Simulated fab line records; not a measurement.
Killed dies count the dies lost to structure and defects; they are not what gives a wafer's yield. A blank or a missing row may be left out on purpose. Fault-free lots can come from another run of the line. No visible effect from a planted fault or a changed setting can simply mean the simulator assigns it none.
What tool caused it?    flow sky130    Sampling: 6 lots, 18 wafers, 4 of 708 route steps

WHAT THE GAUGES READ, wafer by wafer
SKY_PASSIVATION_THK_MEAS_01.
lot   measured      on            PASSIVATION_CVD_00_THK (nm)
L443  day 44 03:00  filmMetro-01  90.0 89.3 88.9
L448  day 45 20:43  filmMetro-03  89.2 90.0 91.5
L452  day 46 21:52  filmMetro-01  57.9 92.0 58.0
L456  day 47 16:42  filmMetro-02  89.7 88.8 90.8
L459  day 48 10:00  filmMetro-02  89.7 89.0 91.6
L464  day 49 08:43  filmMetro-02  89.3 90.1 89.9

TOOL THAT RAN EACH LOT (tool first, then ch and the chambers of the sampled wafers, then the start)
lot   SKY_METAL5_SPUTTER_01        SKY_METAL5_SPUTTER_04        SKY_PASSIVATION_CVD_00
L443  pvdSputter-03, day 43 03:08  pvdSputter-03, day 43 03:14  pecvd-02 ch 0,1,2, day 44 02:59
L448  pvdSputter-02, day 44 23:02  pvdSputter-02, day 44 23:08  pecvd-04 ch 1,2, day 45 20:42
L452  pvdSputter-01, day 46 00:54  pvdSputter-01, day 46 00:59  pecvd-02 ch 0,1, day 46 21:50
L456  pvdSputter-01, day 46 19:47  pvdSputter-01, day 46 19:53  pecvd-01 ch 0,2, day 47 16:41
L459  pvdSputter-02, day 47 13:47  pvdSputter-02, day 47 13:53  pecvd-04 ch 1,2, day 48 09:59
L464  pvdSputter-02, day 48 13:54  pvdSputter-02, day 48 14:00  pecvd-01 ch 0,2, day 49 08:42
- SKY_METAL5_SPUTTER_01: material TiN, target thk 20 nm, time 16.7 s.
- SKY_METAL5_SPUTTER_04: material TiN, target thk 70 nm, time 58.3 s.
- SKY_PASSIVATION_CVD_00: deposits SiO2, target thk 90 nm.

THE ANSWER, worked out from the rows above alone
Rule: the usual values come from the lots themselves. Put in order of their means at a reading, lots are off if they are a third of the lots or fewer, leave a main group of 4 or more, and stand apart from it by a gap of 3 or more times the standard deviation of the main group's means; of several such gaps the widest counts. If all means in a main group match to the digits the tables above print for the reading, that group is not used. Also off: a lot with no number at a reading for which 4 or more lots have one. Any other lot the step has rows for is counted as sound.
Off: at SKY_PASSIVATION_THK_MEAS_01 (PASSIVATION_CVD_00_THK), L452. The main group: mean 89.9 nm, standard deviation 0.29.
A tool fits if, at a process step before that reading, it ran every lot that is off, and no sound lot after the first of them. Those tools and the gauges at SKY_PASSIVATION_THK_MEAS_01 are tried in the same way. Undecided on this evidence; 2 tools fit (pecvd-02 at SKY_PASSIVATION_CVD_00, filmMetro-01 at SKY_PASSIVATION_THK_MEAS_01).

WHAT THE SIMULATOR HAD INSERTED
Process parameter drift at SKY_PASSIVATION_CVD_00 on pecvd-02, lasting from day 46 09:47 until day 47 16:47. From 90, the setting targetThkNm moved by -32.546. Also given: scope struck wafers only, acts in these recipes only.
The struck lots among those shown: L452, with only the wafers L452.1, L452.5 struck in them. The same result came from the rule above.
